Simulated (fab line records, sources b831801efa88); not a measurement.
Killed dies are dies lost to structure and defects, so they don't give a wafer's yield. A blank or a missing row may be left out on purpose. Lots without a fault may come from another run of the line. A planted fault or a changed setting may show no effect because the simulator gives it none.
fab line records | flow sfq_line
record lots=14 wafers=42 last_day=95
route steps=325 shown M0@29
lots that met no fault: from a run of the same line without faults
start_h: hours from the record's first day to the start of the lot's first wafer shown | wait_h: hours since the lot's step before | " the same as in the row above | L1.1+2: a row that stands for several wafers | - no value, or no start given | * or withheld: withheld | < > ~ a bound
route shown NAME@n: a module of which the file shows steps, and the number in the route of the first | usual: mean/standard deviation of fault-free wafers | same: alike in all rows | chamber/n: place in a boat | sites: the reading at each site | _std_site: their standard deviation | _edge_site: outer sites' mean less inner sites' | radius_mm: how far each site lies from the wafer's centre | mask NAME#n: copy n | behind: the tool/chamber that last shaped the wafer | hold: why the lot was held/for how many hours/how that ended | device: the transistor (n, p or np) that didn't switch | end of line: the same wafers' tests at the end of the route | a step without rows: its recipe alone | killed: dies lost to structure and defects at the first sort, not the wafer's yield | map: a wafer's dies, x killed, . not, _ none there
set.NAME: the setting as run; set.NAME@STEP: as run at that earlier step | model.NAME: the simulator's own value behind a step, which no gauge read
steps of the route over a sample of lots; a table a step, a row a wafer
services: from which hour (start_h, from the record's first day; less than 0 if before it) a tool's chamber was out of use, for how many hours, and why
## steps
# step SFQ_TRILAYER_M0_DEP_SPUTTER_019
# recipe material=Nb base_pressure_pa=1.33e-06 chamber_pressure_pa=0.1333 substrate_temp_c=20 resputter_cathode_voltage_v=400 target_thk_nm=200 power_w=2000 time_s=133.3
# usual resputter_cathode_voltage_v=401/3.9 throttle_valve_pct=30.4/1.1
# columns lot.wafer tool chamber start_h wait_h resputter_cathode_voltage_v throttle_valve_pct
L579.2 pvd_sputter-06 - 139.60 0.0 402 30.8
L579.3 " - " " 406 30.2
L579.4 " - " " 398 27.0
L581.1 pvd_sputter-03 - 143.20 0.0 400 29.6
L581.4 " - " " 399 30.3
L581.5 " - " " 405 29.6
L582.1 pvd_sputter-04 - 144.40 0.0 400 31.4
L582.4 " - " " 401 30.8
L582.6 " - " " 400 30.7
L587.1 pvd_sputter-06 - 158.16 0.0 400 30.1
L587.4 " - " " 401 27.3
L587.5 " - " " 403 30.0
L588.1 pvd_sputter-06 - 160.56 0.0 403 29.2
L588.5 " - " " 401 29.5
L588.6 " - " " 403 30.2
L589.3 pvd_sputter-04 - 161.16 0.0 398 30.9
L589.4 " - " " 398 31.0
L589.5 " - " " 405 31.2
L590.2 pvd_sputter-06 - 164.76 0.0 411 30.1
L590.4 " - " " 395 29.5
L590.6 " - " " 399 30.1
L591.1 pvd_sputter-04 - 166.56 0.0 401 31.2
L591.2 " - " " 399 30.8
L591.6 " - " " 399 31.3
L592.1 pvd_sputter-04 - 171.96 0.0 403 31.4
L592.3 " - " " 408 30.8
L592.4 " - " " 399 31.3
L595.1 pvd_sputter-04 - 185.91 0.0 401 30.7
L595.2 " - " " 398 31.1
L595.6 " - " " 399 31.2
L599.2 pvd_sputter-04 - 330.08 0.0 401 31.3
L599.4 " - " " 402 31.3
L599.6 " - " " 398 30.8
L600.2 pvd_sputter-04 - 343.49 0.0 404 31.2
L600.3 " - " " 402 31.3
L600.4 " - " " 395 31.3
L601.3 pvd_sputter-03 - 350.26 0.0 398 31.0
L601.4 " - " " 396 29.7
L601.6 " - " " 395 30.1
L602.1 pvd_sputter-04 - 358.66 0.0 406 31.2
L602.3 " - " " 400 30.8
L602.6 " - " " 400 30.7
# step SFQ_M0_RS_MEAS_904
# recipe thk_meas_gauge=four-point-probe reads=Nb_of_TRILAYER_M0_DEP_SPUTTER_019
# usual M0_NB_RS=0.889/0.011
# columns lot.wafer tool chamber start_h wait_h M0_NB_RS[ohm/sq]
L579.2 film_metro-04 - 139.71 0.1 0.896
L579.3 " - " " 0.884
L579.4 " - " " 0.879
L581.1 film_metro-03 - 143.29 0.0 0.888
L581.4 " - " " 0.877
L581.5 " - " " 0.879
L582.1 film_metro-02 - 144.49 0.0 0.903
L582.4 " - " " 0.909
L582.6 " - " " 0.913
L587.1 film_metro-04 - 158.25 0.0 0.871
L587.4 " - " " 0.878
L587.5 " - " " 0.878
L588.1 film_metro-04 - 160.65 0.0 0.885
L588.5 " - " " 0.887
L588.6 " - " " 0.887
L589.3 film_metro-03 - 161.29 0.1 0.889
L589.4 " - " " 0.881
L589.5 " - " " 0.875
L590.2 film_metro-04 - 164.87 0.1 0.876
L590.4 " - " " 0.884
L590.6 " - " " 0.879
L591.1 film_metro-02 - 166.65 0.0 0.913
L591.2 " - " " 0.908
L591.6 " - " " 0.909
L592.1 film_metro-04 - 172.05 0.0 0.933
L592.3 " - " " 0.941
L592.4 " - " " 0.908
L595.1 film_metro-02 - 186.00 0.0 0.946
L595.2 " - " " 0.918
L595.6 " - " " 0.913
L599.2 film_metro-02 - 330.19 0.1 0.893
L599.4 " - " " 0.894
L599.6 " - " " 0.888
L600.2 film_metro-04 - 343.60 0.1 0.887
L600.3 " - " " 0.905
L600.4 " - " " 0.890
L601.3 film_metro-04 - 350.39 0.1 0.891
L601.4 " - " " 0.890
L601.6 " - " " 0.887
L602.1 film_metro-03 - 358.75 0.0 0.880
L602.3 " - " " 0.884
L602.6 " - " " 0.880
# step SFQ_TRILAYER_M0_ETCH_METAL_ETCH_024
# recipe target=Nb stop_on=SiO2 mask_material=PR chemistry=Cl2/Ar target_depth_nm=240 icp_w=600 bias_w=80 pressure_mtorr=10 time_s=120
# usual bias_w=80.03/0.23 drypump_motor_current_A=5.8/0.42 oes_product_au=0.895/0.0084
# columns lot.wafer tool chamber start_h wait_h bias_w drypump_motor_current_A oes_product_au rf_hours_counter_h
L579.2 rie_metal-03 1 239.05 0.0 79.48 5.3 0.885 148
L579.3 " 0 " " 79.91 5.4 0.891 -
L579.4 " 1 " " 79.96 5.3 0.895 -
L581.1 rie_metal-04 0 245.05 0.0 79.62 6.3 0.886 32
L581.4 " 0 " " 79.78 6.2 0.907 -
L581.5 " 0 " " 79.99 6.2 0.910 -
L582.1 rie_metal-02 1 246.31 0.1 80.25 6.3 0.889 106
L582.4 " 1 " " 80.06 6.3 0.878 -
L582.6 " 1 " " 79.69 6.3 0.885 -
L587.1 rie_metal-03 0 267.85 0.0 79.63 5.3 0.907 180
L587.4 " 0 " " 79.88 5.4 0.904 -
L587.5 " 0 " " 80.13 5.4 0.902 -
L588.1 rie_metal-03 1 272.65 0.0 80.18 5.3 0.895 151
L588.5 " 0 " " 79.85 5.4 0.892 -
L588.6 " 1 " " 80.10 5.3 0.894 -
L589.3 rie_metal-04 1 273.89 0.1 79.88 6.1 0.895 -
L589.4 " 0 " " 80.24 6.3 0.899 -
L589.5 " 0 " " 79.86 6.2 0.902 -
L590.2 rie_metal-03 0 279.85 0.0 80.10 5.4 0.904 181
L590.4 " 0 " " 80.08 5.4 0.902 -
L590.6 " 0 " " 80.13 5.4 0.897 -
L591.1 rie_metal-04 0 282.25 0.0 80.17 6.2 0.882 36
L591.2 " 1 " " 80.17 6.0 0.884 66
L591.6 " 1 " " 80.05 6.1 0.883 -
L592.1 rie_metal-02 1 289.45 0.0 80.11 6.2 0.866 112
L592.3 " 1 " " 80.19 6.2 0.868 -
L592.4 " 0 " " 79.83 5.4 0.888 -
L595.1 rie_metal-03 1 305.80 0.0 80.05 5.3 0.862 156
L595.2 " 0 " " 80.18 5.3 0.878 0
L595.6 " 1 " " 80.26 5.3 0.876 -
L599.2 rie_metal-04 0 471.11 0.0 80.41 6.2 0.899 63
L599.4 " 1 " " 80.15 6.1 0.889 -
L599.6 " 0 " " 79.99 6.2 0.886 -
L600.2 rie_metal-04 0 490.49 0.0 80.01 6.2 0.893 67
L600.3 " 1 " " 80.29 6.1 0.892 -
L600.4 " 0 " " 80.31 6.2 0.896 -
L601.3 rie_metal-02 0 495.33 0.1 80.11 5.4 0.883 -
L601.4 " 1 " " 79.62 6.3 0.886 -
L601.6 " 0 " " 80.37 5.4 0.896 -
L602.1 rie_metal-04 0 498.89 0.0 79.77 6.2 0.911 69
L602.3 " 1 " " 80.27 6.0 0.900 -
L602.6 " 0 " " 80.27 6.2 0.899 -
## services
# columns tool chamber start_h hours kind
rie_metal-03 0 134.09 3.7 repair
pvd_sputter-06 - 206.32 26.1 repair
rie_metal-02 0 227.83 25.7 repair
pvd_sputter-03 - 233.88 3.0 repair
pvd_sputter-04 - 240.99 1.2 repair
pvd_sputter-04 - 257.55 2.0 repair
pvd_sputter-04 2 267.68 - consumable_replace:kit
pvd_sputter-04 2 267.68 18.0 scheduled_down
pvd_sputter-04 2 267.68 18.0 vent_cycle
rie_metal-03 0 286.46 - clean
rie_metal-03 0 286.46 15.5 scheduled_down
rie_metal-03 0 286.46 15.5 vent_cycle
rie_metal-03 1 333.55 - clean
rie_metal-03 1 333.55 21.3 scheduled_down
rie_metal-03 1 333.55 21.3 vent_cycle
rie_metal-02 - 334.85 1.4 pm
rie_metal-02 1 339.84 8.7 repair
rie_metal-03 0 341.89 26.5 repair
pvd_sputter-06 3 351.37 - consumable_replace:kit
rie_metal-03 - 480.36 1.3 repair
rie_metal-03 - 481.62 2.8 pm
rie_metal-03 - 485.71 0.3 repair
pvd_sputter-04 - 486.01 12.6 repair
rie_metal-04 1 493.02 3.1 repair
## key
first_sign step=SFQ_M0_RS_MEAS_904 reading=M0_NB_RS direction=up sigmas=4.5 usual=0.889 struck=0.940
effect step=SFQ_TRILAYER_M0_ETCH_METAL_ETCH_024 reading=oes_product_au direction=down sigmas=3.6 usual=0.895 struck=0.865
met_at SFQ_TRILAYER_M0_DEP_SPUTTER_019
struck_lots L592,L595
struck_wafers L592.1,L592.3,L595.1
onset_between 166.56 171.96
fault kind=process_parameter_drift tool=pvd_sputter-04 chamber=- onset_h=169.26 steps=SFQ_TRILAYER_M0_DEP_SPUTTER_019 channel=time_s offset=* shape=step end_h=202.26 scope=struck_wafers_only acts_in=* stated=*
